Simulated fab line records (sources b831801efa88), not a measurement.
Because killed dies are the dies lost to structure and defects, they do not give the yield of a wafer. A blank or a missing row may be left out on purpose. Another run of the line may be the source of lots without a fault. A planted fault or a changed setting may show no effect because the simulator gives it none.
Struck lot and sound lot, side by side || flow sky130 || 43 steps out of a route of 708
Sound: these wafers, L325.1, L325.4, L325.6. Wafers struck: L334.1, L334.2, L334.5. The cause comes at the end.
Per side, at each step with rows, come the tool, then ch with its chambers, and then its first start. Under that, the readings that differ: sound wafers || struck wafers || difference of the means || sigmas: that difference in standard deviations of wafers without a fault.
alike: a reading whose means differ by less than 2 such deviations, as well as words and numbers matching on both sides. not compared: withheld readings; readings where some wafer has no value; bounds like >300 that might hide an equal value; numbers whose values overlap and for which the record gives no deviation.
A row with sigmas, a row that says differs or no value, or rows on one side alone: a step with any of these is where the two part. Non-overlapping numbers with no deviation appear without sigmas and do not part them. A reading that every wafer of one side lacks parts them only if that side has two wafers or more.

first, 2 steps without rows for these wafers: SKY_VIA2_SPUTTER_20 (material TiN, target thk 20 nm, time 80 s); SKY_VIA2_CVD_21 (deposits W, target thk 420 nm, time 126.4 s).
SKY_VIA2_RS_MEAS_22: the measuring method here is four-point-probe.
  sound on filmMetro-02 at day 36 01:19; struck on filmMetro-01 at day 39 00:56
  alike: VIA2_W_RS
SKY_VIA2_THK_MEAS_23: measures by xrf.
  sound on filmMetro-02 at day 36 01:26; struck on filmMetro-01 at day 39 01:03
  alike: VIA2_W_THK
SKY_VIA2_CMP_24: polishes, stops on SiO2, t overpolish 20 s, target thk 0 nm.
  sound on cmp-02 ch 2,3, day 36 01:30; struck on cmp-02 ch 1,3, day 39 01:07
  alike: motorCurrentA, overpolishRunS, timeToEndpointS
then, 1 step without rows for these wafers: SKY_METAL3_SPUTTER_00 (material Ti, target thk 15 nm, time 10 s).
SKY_METAL3_SPUTTER_01: material TiN, target thk 20 nm, time 16.7 s.
  sound on pvdSputter-03 at day 36 01:49; struck on pvdSputter-03 at day 39 01:26
  alike: throttleValvePct
then, 2 steps without rows for these wafers: SKY_METAL3_SPUTTER_02 (material AlCu, target thk 735 nm, time 39.1 s); SKY_METAL3_SPUTTER_03 (material Ti, target thk 5 nm, time 3.3 s).
SKY_METAL3_SPUTTER_04: material TiN, target thk 70 nm, time 58.3 s.
  sound on pvdSputter-03 at day 36 01:54; struck on pvdSputter-03 at day 39 01:31
  alike: throttleValvePct
then, 1 step without rows for these wafers: SKY_CAPM_CVD_00 (deposits SiO2, target thk 15.5 nm).
SKY_CAPM_THK_MEAS_01:
  sound on filmMetro-04 at day 36 01:59; struck on filmMetro-04 at day 39 01:35
  alike: CAPM_CVD_00_THK
SKY_CAPM_SPUTTER_02: material TiN, target thk 200 nm, time 166.7 s.
  sound on pvdSputter-01 at day 36 02:02; struck on pvdSputter-01 at day 39 01:39
  alike: throttleValvePct
SKY_CAPM_RS_MEAS_03: the measuring method here is four-point-probe.
  sound on filmMetro-04 at day 36 02:09; struck on filmMetro-01 at day 39 01:46
  alike: CAPM_TIN_RS
SKY_CAPM_THK_MEAS_04: measures by xrf.
  sound on filmMetro-04 at day 36 02:16; struck on filmMetro-01 at day 39 01:53
  alike: CAPM_TIN_THK
then, 7 steps without rows for these wafers: SKY_CAPM_DEHYDRATE_05 (time 60 s); SKY_CAPM_HMDS_06 (prime time 60 s); SKY_CAPM_COAT_07 (resist thk 1140 nm); SKY_CAPM_SOFTBAKE_08 (time 60 s); SKY_CAPM_EXPOSE_09 (exposes mask CAPM, target cd 1000 nm); SKY_CAPM_PEB_10; SKY_CAPM_DEVELOP_11 (develop time 58.01 s).
SKY_CAPM_OVL_MEAS_12:
  sound on overlay-01 at day 37 04:18; struck on overlay-02 at day 40 01:38
  alike: CAPM_OVL
then, 1 step without rows for these wafers: SKY_CAPM_METAL_ETCH_13 (etches TiN in Cl2/BCl3, stops on SiO2, target depth 220 nm, time 62.9 s).
SKY_CAPM_STRIP_14: strips in O2/N2.
  sound on plasmaAsher-04 ch 0,1, day 37 04:25; struck on plasmaAsher-04 ch 0,1, day 40 01:49
  alike: drypumpMotorCurrentA, oesProductAu, stripTimeToEndpointS
  not compared: rfHoursCounterH
then, 11 steps without rows for these wafers: SKY_CAPM_STRIP_15 (strips in post etch residue remover, time 1200 s); SKY_CAPM_CLEAN_16 (cleans in IPA, time 180 s); SKY_CAPM_CLEAN_17 (cleans in O3/DIW); SKY_METAL3_DEHYDRATE_05 (time 60 s); SKY_METAL3_HMDS_06 (prime time 60 s); SKY_METAL3_COAT_07 (resist thk 60 nm); SKY_METAL3_COAT_08 (resist thk 1140 nm); SKY_METAL3_SOFTBAKE_09 (time 90 s); SKY_METAL3_EXPOSE_10 (exposes mask MM3, target cd 300 nm); SKY_METAL3_PEB_11; SKY_METAL3_DEVELOP_12 (develop time 60 s).
SKY_METAL3_CD_MEAS_13: target cd 300 nm.
  sound on cdSem-01 at day 38 07:17; struck on cdSem-01 at day 41 02:32
  alike: cdNm
SKY_METAL3_OVL_MEAS_14:
  sound on overlay-01 at day 38 07:24; struck on overlay-02 at day 41 02:39
  alike: METAL3_OVL
then, 3 steps without rows for these wafers: SKY_METAL3_DESCUM_15 (chemistry O2, time 8 s); SKY_METAL3_ETCH_16 (etches BARC in N2/H2, stops on SiO2, time 88.2 s, target depth 60 nm); SKY_METAL3_ETCH_17 (etches SiO2 in C4F8/O2/Ar, stops on TiN, time 3.9 s, target depth 15 nm).
SKY_METAL3_METAL_ETCH_18: etches the open film in Cl2/BCl3, stops on SiO2, target depth 845 nm, time 183.1 s.
  sound on rieMetal-03 ch 0,1, day 38 07:35; struck on rieMetal-03 ch 0,1, day 41 02:50
{"reading": "heBacksideLeakSccm (sccm)", "sound": "3.60 4.89 3.65", "struck": "3.73 3.52 3.41", "difference": -0.49, "sigmas": -2}
  alike: bcl3FlowSccm, drypumpMotorCurrentA, oesProductAu, throttleValvePct
  not compared: rfHoursCounterH
-- the record jumps here: 7 days lie between the struck wafers' starts before and after (it left off in module METAL3 and takes up again in module PAD_OPEN, whose first step shown is number 708 of the route) --
SKY_PAD_OPEN_PROBE_99:
  sound on prober-02 at day 45 12:07; struck on prober-01 at day 47 21:30
{"reading": "defectLimitedYield (%)", "sound": "82.3 83.1 80.3", "struck": "73.6 75.2 74.6", "difference": -7.4, "sigmas": -4}
{"reading": "killedAtOther", "sound": "0 0 1", "struck": "44 34 49", "difference": "+42", "sigmas": "+71"}
{"reading": "killedDies", "sound": "87 83 97", "struck": "130 122 125", "difference": "+37", "sigmas": "+4"}
{"reading": "sort_bin_3_pad_short (%)", "sound": "1.2 1.2 1.0", "struck": "2.6 2.6 2.4", "difference": "+1.4", "sigmas": "+3"}
{"reading": "sort_bin_5_function (%)", "sound": "10.2 10.0 12.6", "struck": "16.3 15.2 14.4", "difference": "+4.4", "sigmas": "+3"}
{"reading": "sortNPass", "sound": "405 409 395", "struck": "362 370 367", "difference": -37, "sigmas": -4}
{"reading": "sortYieldPct (%)", "sound": "82.3 83.1 80.3", "struck": "73.6 75.2 74.6", "difference": -7.4, "sigmas": -4}
{"reading": "model.etest.tester.sortNPass", "sound": "405 409 395", "struck": "362 370 367", "difference": -37, "sigmas": ""}
{"reading": "model.etest.tester.sortYieldPct (%)", "sound": "82.32 83.13 80.28", "struck": "73.58 75.2 74.59", "difference": -7.45, "sigmas": ""}
{"reading": "model.etest.tester.sort_bin_5_pct (%)", "sound": "10.16 9.959 12.6", "struck": "16.26 15.24 14.43", "difference": "+4.40", "sigmas": ""}
{"reading": "model.etest.tester.sort_bin_3_pct (%)", "sound": "1.22 1.22 1.016", "struck": "2.642 2.642 2.439", "difference": "+1.422", "sigmas": ""}
  alike: killed_at_M0_to_M3, killed_at_M4_up, killedAtContacts, killedAtFrontEnd, killedOnRim, killedOpen, killedShort, sort_bin_6_memory

== WHERE THEY PART ==
Last at SKY_PAD_OPEN_PROBE_99 as far as this record goes, first at SKY_METAL3_METAL_ETCH_18.

WHY: whatever the simulator had introduced
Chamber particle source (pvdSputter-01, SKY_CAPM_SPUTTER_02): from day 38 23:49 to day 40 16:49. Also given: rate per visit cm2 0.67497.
